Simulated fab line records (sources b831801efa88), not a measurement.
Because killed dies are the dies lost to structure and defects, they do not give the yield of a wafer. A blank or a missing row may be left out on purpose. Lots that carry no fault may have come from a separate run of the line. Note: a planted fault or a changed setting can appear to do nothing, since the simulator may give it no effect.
Which of the tools did it? | flow sky130 | Sampling: 14 lots, 42 wafers, 5 of 708 route steps

## WHAT EACH GAUGE READ, for each wafer
SKY_SONOS_ONO_CD_MEAS_13: target cd 410 nm. Usual: 410.3 nm for cd nm, sd 2.3.
lot  | measured     | on        | cd nm (nm)        | flag
L295 | day 13 16:15 | cd sem-02 | 413.2 412.6 412.3 |
L297 | day 14 02:07 | cd sem-01 | 406.2 406.4 408.2 |
L298 | day 14 03:02 | cd sem-02 | 413.4 411.1 412.1 |
L299 | day 14 14:21 | cd sem-01 | 411.5 412.6 410.3 |
L300 | day 14 23:20 | cd sem-01 | 407.2 407.6 408.3 |
L310 | day 18 04:46 | cd sem-02 | 406.4 407.7 408.5 |
L311 | day 18 07:56 | cd sem-01 | 410.2 411.4 409.2 |
L312 | day 18 20:55 | cd sem-01 | 411.0 412.5 412.0 |
L313 | day 19 01:42 | cd sem-01 | 411.8 406.6 409.3 |
L314 | day 19 13:22 | cd sem-02 | 408.4 411.1 409.2 |
L315 | day 19 21:03 | cd sem-02 | 408.4 408.0 410.4 |
L316 | day 20 16:09 | cd sem-02 | 409.5 410.4 410.5 |
L317 | day 20 18:49 | cd sem-01 | 412.5 413.3 410.7 |
L318 | day 21 00:01 | cd sem-02 | 407.1 407.4 406.9 |

SKY_POLY_GATE_THK_MEAS_01. Usual: for POLY_GATE_CVD_00_THK the level is 180.5 nm and the standard deviation is 1.4.
lot  | measured     | on            | POLY_GATE_CVD_00_THK (nm) | flag
L295 | day 15 02:05 | film metro-02 | 179.9 179.7 180.2         |
L297 | day 15 11:25 | film metro-03 | 180.0 181.8 181.9         |
L298 | day 15 12:58 | film metro-02 | 181.2 181.3 181.8         |
L299 | day 15 23:48 | film metro-03 | 258.3 259.2 258.1         | OFF
L300 | day 16 09:47 | film metro-03 | 259.8 260.4 259.7         | OFF
L310 | day 19 17:38 | film metro-02 | 181.2 183.6 182.2         |
L311 | day 19 21:40 | film metro-04 | 180.3 180.4 178.7         |
L312 | day 20 12:22 | film metro-03 | 181.4 181.2 181.4         |
L313 | day 20 16:04 | film metro-04 | 180.1 181.4 182.0         |
L314 | day 21 02:09 | film metro-04 | 180.5 182.9 181.4         |
L315 | day 21 09:23 | film metro-04 | 181.3 181.0 179.4         |
L316 | day 22 03:53 | film metro-04 | 179.3 178.9 178.9         |
L317 | day 22 07:11 | film metro-02 | 181.8 180.1 179.5         |
L318 | day 22 11:53 | film metro-03 | 180.7 180.5 179.6         |

SKY_SD_N_CD_MEAS_07: target cd 380 nm. Usual: 381.2 nm for cd nm, sd 2.8.
lot  | measured     | on        | cd nm (nm)        | flag
L295 | day 29 06:03 | cd sem-02 | 380.0 380.3 380.7 |
L297 | day 29 17:34 | cd sem-02 | 380.9 377.4 380.2 |
L298 | day 29 20:29 | cd sem-02 | 382.2 384.7 385.2 |
L299 | day 30 04:09 | cd sem-02 | 381.4 379.6 382.7 |
L300 | day 30 14:56 | cd sem-02 | 374.0 374.6 373.2 |
L310 | day 33 12:58 | cd sem-01 | 380.7 380.1 380.2 |
L311 | day 33 17:03 | cd sem-02 | 377.5 378.1 375.5 |
L312 | day 34 05:29 | cd sem-02 | 385.3 383.4 381.2 |
L313 | day 34 09:08 | cd sem-01 | 380.4 381.7 382.6 |
L314 | day 34 19:27 | cd sem-02 | 381.5 381.3 382.2 |
L315 | day 35 01:42 | cd sem-02 | 382.8 386.1 384.8 |
L316 | day 35 15:57 | cd sem-02 | 383.0 384.5 384.6 |
L317 | day 35 18:30 | cd sem-01 | 377.5 378.8 378.6 |
L318 | day 35 23:46 | cd sem-02 | 383.5 383.4 380.2 |

SKY_SD_N_OVL_MEAS_08. Usual: for SD_N_OVL the level is 0.7 nm and the standard deviation is 1.4.
lot  | measured     | on         | SD_N_OVL (nm)  | flag
L295 | day 29 06:10 | overlay-02 | 0.2 0.2 2.8    |
L297 | day 29 17:41 | overlay-02 | 0.4 1.8 0.2    |
L298 | day 29 20:35 | overlay-01 | 2.7 3.6 3.1    |
L299 | day 30 04:16 | overlay-02 | 2.0 -1.3 -0.8  |
L300 | day 30 15:02 | overlay-02 | -1.0 0.4 -0.1  |
L310 | day 33 13:05 | overlay-01 | -0.1 0.5 1.3   |
L311 | day 33 17:10 | overlay-01 | 0.5 0.0 0.6    |
L312 | day 34 05:35 | overlay-02 | 0.9 0.4 2.3    |
L313 | day 34 09:15 | overlay-01 | 0.9 -1.6 -0.3  |
L314 | day 34 19:34 | overlay-02 | 0.5 2.7 1.0    |
L315 | day 35 01:49 | overlay-02 | 0.2 2.3 3.0    |
L316 | day 35 16:04 | overlay-02 | 0.7 2.8 0.8    |
L317 | day 35 18:37 | overlay-02 | 2.6 2.5 2.1    |
L318 | day 35 23:50 | overlay-01 | -0.9 -1.5 -1.1 |

## TOOL THAT RAN EACH LOT (tool first, then ch and the chambers of the sampled wafers, then the start)
lot  | SKY_POLY_GATE_CVD_00
L295 | lpcvd-01 ch 1, day 15 00:17
L297 | lpcvd-01 ch 1, day 15 10:13
L298 | lpcvd-01 ch 1, day 15 11:44
L299 | lpcvd-01 ch 1, day 15 22:35
L300 | lpcvd-01 ch 1, day 16 08:34
L310 | lpcvd-01 ch 1, day 19 16:26
L311 | lpcvd-01 ch 0, day 19 20:28
L312 | lpcvd-01 ch 1, day 20 11:08
L313 | lpcvd-01 ch 1, day 20 14:52
L314 | lpcvd-01 ch 0, day 21 00:56
L315 | lpcvd-01 ch 0, day 21 08:11
L316 | lpcvd-01 ch 1, day 22 02:41
L317 | lpcvd-01 ch 1, day 22 05:59
L318 | lpcvd-01 ch 0, day 22 10:40
- SKY_POLY_GATE_CVD_00: deposits poly-Si, target thk 180 nm, time 720 s.

## AS READ BY THE TOOLS THEMSELVES (means over the sampled wafers that have a number; for cases with no such wafer, the mark the record gives instead)
SKY_POLY_GATE_CVD_00. Usual: spike tc bottom C 640.7 C, standard deviation 1.4; zone power centre pct 9.80 %, standard deviation 0.11.
lot  | tool     | spike tc bottom C (C) | zone power centre pct (%) | flag
L295 | lpcvd-01 | 641.0                 | 9.88                      |
L297 | lpcvd-01 | 641.5                 | 9.76                      |
L298 | lpcvd-01 | 641.0                 | 9.79                      |
L299 | lpcvd-01 | 642.2                 | 9.68                      |
L300 | lpcvd-01 | 641.5                 | 9.71                      |
L310 | lpcvd-01 | 641.4                 | 9.74                      |
L311 | lpcvd-01 | 638.6                 | 10.03                     |
L312 | lpcvd-01 | 642.1                 | 9.70                      |
L313 | lpcvd-01 | 641.5                 | 9.82                      |
L314 | lpcvd-01 | 639.1                 | 9.92                      |
L315 | lpcvd-01 | 640.4                 | 9.83                      |
L316 | lpcvd-01 | 640.7                 | 9.77                      |
L317 | lpcvd-01 | 641.9                 | 9.75                      |
L318 | lpcvd-01 | 638.9                 | 9.95                      |

## THE ANSWER, worked out from the rows above alone
Rule: take the mean of a lot's wafers that have a number; if it is more than 3 standard deviations from the usual mean, the lot is off. A lot without any number at a reading at which 4 lots or more have one is off too. Where the step has rows for the other lots, those lots are counted as sound. After the gauges, taken in route order, come the tools' own readings; for these a lot's mean is taken, as printed above. At the first step where some lot is off, the reading lying furthest off is the one used; lots without a number count as furthest.
Off: at SKY_POLY_GATE_THK_MEAS_01 (POLY_GATE_CVD_00_THK), L299, L300.
A tool fits if, at a process step before that reading, it ran every lot that is off, and no sound lot after the first of them. The gauges at SKY_POLY_GATE_THK_MEAS_01 are tried like those tools. Of those tried, none fits.

## WHAT THE SIMULATOR HAD PUT IN
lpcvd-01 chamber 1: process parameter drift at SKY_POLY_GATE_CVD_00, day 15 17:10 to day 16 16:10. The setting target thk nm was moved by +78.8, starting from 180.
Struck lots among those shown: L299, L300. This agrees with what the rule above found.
